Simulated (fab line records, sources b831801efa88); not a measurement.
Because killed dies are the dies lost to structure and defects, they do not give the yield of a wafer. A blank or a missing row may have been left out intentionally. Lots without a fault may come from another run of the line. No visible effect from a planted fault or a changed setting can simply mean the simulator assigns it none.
A lot that was struck, set against a sound lot / flow sky130 / 42 out of 708 route steps
Sound: these wafers, L399.1, L399.3, L399.5. Wafers struck: L414.2, L414.4, L414.5. The cause is given at the end.
At each step with rows: each side's tool, then ch and its chambers, then its first start. Under that, the readings that differ: sound wafers / struck wafers / difference of the means / sigmas: that difference in standard deviations of wafers without a fault.
alike: readings with means less than 2 such deviations apart, plus words and numbers identical on both sides. not compared: withheld readings, readings lacking a value on some wafer, bounds such as >300 that could conceal the same value, and numbers that have no deviation in the record and whose values overlap.
A row with sigmas, a row that says differs or no value, or rows on one side alone: a step with any of these is where the two part. When numbers do not overlap yet have no deviation, they are printed without sigmas and do not part them. A reading that every wafer of one side lacks parts them only if that side has two wafers or more.

first, 4 steps without rows for these wafers: SKY_PWDE_SOFTBAKE_03; SKY_PWDE_EXPOSE_04 (exposes mask PWDEM, target cd 840 nm); SKY_PWDE_PEB_05; SKY_PWDE_DEVELOP_06 (develop time 60 s).
SKY_PWDE_OVL_MEAS_07:
  struck on overlay-01, day 7 16:46; sound on overlay-02, day 4 06:53
reading=PWDE_OVL (nm); sound=-2.0 -2.4 -0.6; struck=0.4 2.1 1.6; difference=+3.0; sigmas=+2
following that, these wafers have no rows for 1 step: SKY_PWDE_IMPLANT_08.
SKY_PWDE_STRIP_09: strips in O2/N2.
  sound on plasma asher-02 ch 0,1, day 4 07:05; struck on plasma asher-02 ch 1, day 7 16:57
  alike: drypump motor current A, oes product au, strip time to endpoint s
  not compared: rf hours counter h
SKY_PWDE_TW_MEAS_10:
  struck on film metro-04, day 7 17:04; sound on film metro-03, day 4 07:11
  alike: PWDE_TW
then, 4 steps without rows for these wafers: SKY_NWELL_DEHYDRATE_03 (time 60 s); SKY_NWELL_HMDS_04 (prime time 60 s); SKY_NWELL_COAT_05 (resist thk 3000 nm); SKY_NWELL_SOFTBAKE_06.
SKY_NWELL_EXPOSE_07: exposes mask NWM, target cd 840 nm.
  sound on iline stepper-02 ch 0, day 4 15:56; struck on iline stepper-02 ch 0, day 8 02:23
  alike: mask, exposure dose mJ cm2
then, 2 steps without rows for these wafers: SKY_NWELL_PEB_08; SKY_NWELL_DEVELOP_09 (develop time 60 s).
SKY_NWELL_OVL_MEAS_10:
  struck on overlay-02, day 8 12:42; sound on overlay-02, day 5 00:28
  alike: NWELL_00_OVL
then, 3 steps without rows for these wafers: SKY_NWELL_IMPLANT_11; SKY_NWELL_IMPLANT_12; SKY_NWELL_IMPLANT_13.
SKY_NWELL_STRIP_14: strips in O2/N2.
  sound on plasma asher-01 ch 0,1, day 5 00:57; struck on plasma asher-01 ch 1, day 8 13:11
  alike: drypump motor current A, oes product au, strip time to endpoint s
  not compared: rf hours counter h
SKY_NWELL_TW_MEAS_15:
  struck on film metro-04, day 8 13:17; sound on film metro-01, day 5 01:03
  alike: NWELL_TW
then, 7 steps without rows for these wafers: SKY_NWELL_DEHYDRATE_16 (time 60 s); SKY_NWELL_HMDS_17 (prime time 60 s); SKY_NWELL_COAT_18 (resist thk 3000 nm); SKY_NWELL_SOFTBAKE_19; SKY_NWELL_EXPOSE_20 (exposes mask NWM COMPLEMENT, target cd 840 nm); SKY_NWELL_PEB_21; SKY_NWELL_DEVELOP_22 (develop time 60 s).
SKY_NWELL_OVL_MEAS_23:
  struck on overlay-02, day 9 10:51; sound on overlay-02, day 5 18:44
  alike: NWELL_01_OVL
following that, these wafers have no rows for 1 step: SKY_NWELL_IMPLANT_24.
SKY_NWELL_STRIP_25: strips in O2/N2.
  sound on plasma asher-03 ch 0,1, day 5 18:56; struck on plasma asher-02 ch 0,1, day 9 11:02
  alike: drypump motor current A, oes product au, strip time to endpoint s
  not compared: rf hours counter h
SKY_NWELL_TW_MEAS_26:
  struck on film metro-04, day 9 11:08; sound on film metro-04, day 5 19:02
  alike: NWELL_2_TW
then, 1 step without rows for these wafers: SKY_NWELL_CLEAN_27 (cleans in SC1/SC2, time 150 s).
SKY_NWELL_RTA_28: time 30 s.
  sound on rtp anneal-02 ch 0, day 5 19:08; struck on rtp anneal-02 ch 0, day 9 11:15
  alike: anneal temp c max, lamp power pct, wafer_temp_C_max
SKY_NWELL_RS_MEAS_29: a four-point-probe measurement.
  struck on film metro-01, day 9 11:22; sound on film metro-04, day 5 19:14
reading=NWELL_RS (ohm/sq); sound=624.1 623.7 625.1; struck=627.3 626.8 628.8; difference=+3.3; sigmas=+2
SKY_NWELL_RS_MEAS_31: a four-point-probe measurement.
  struck on film metro-01, day 9 11:36; sound on film metro-04, day 5 19:29
  alike: PWDE_RS
then, 5 steps without rows for these wafers: SKY_VT_ADJUST_HVTP_DEHYDRATE_00 (time 60 s); SKY_VT_ADJUST_HVTP_HMDS_01 (prime time 60 s); SKY_VT_ADJUST_HVTP_COAT_02 (resist thk 1140 nm); SKY_VT_ADJUST_HVTP_SOFTBAKE_03 (time 60 s); SKY_VT_ADJUST_HVTP_EXPOSE_04 (exposes mask HVTPM, target cd 380 nm).
-- the record jumps here: 40 days lie between the struck wafers' starts before and after (it left off in module VT_ADJUST_HVTP and takes up again in module PAD_OPEN, whose first step shown is number 708 of the route) --
SKY_PAD_OPEN_PROBE_99:
  struck on prober-01, day 49 14:05; sound on prober-02, day 45 20:37
reading=model.etest.nfet_16v.r on ohm um; sound=1.434e+04 1.427e+04 1.428e+04; struck=1.393e+04 1.367e+04 1.4e+04; difference=-4.300e+02; sigmas=
reading=model.etest.iso nwell nwell.leak log10 a um; sound=-12.42 -12.59 -12.77; struck=-13.47 -13.32 -13.74; difference=-0.92; sigmas=
  alike: killed_at_M0_to_M3, killed_at_M4_up, killed at contacts, killed at front end, killed at other, killed dies, killed open, killed short
  not compared: model.etest.pfet_16v.r on ohm um, model.etest.res nwell.line ohm um, model.etest.res nwell.width nm, model.etest.res iso pwell.width nm, model.etest.pfet_16v.drive ua um

## WHERE THEY PART
Earliest at SKY_PWDE_OVL_MEAS_07; latest, in this record, at SKY_NWELL_RS_MEAS_29. Later steps at which nothing parts them and some readings are alike: SKY_NWELL_RS_MEAS_31, SKY_PAD_OPEN_PROBE_99.

WHY: what had been put in by the simulator
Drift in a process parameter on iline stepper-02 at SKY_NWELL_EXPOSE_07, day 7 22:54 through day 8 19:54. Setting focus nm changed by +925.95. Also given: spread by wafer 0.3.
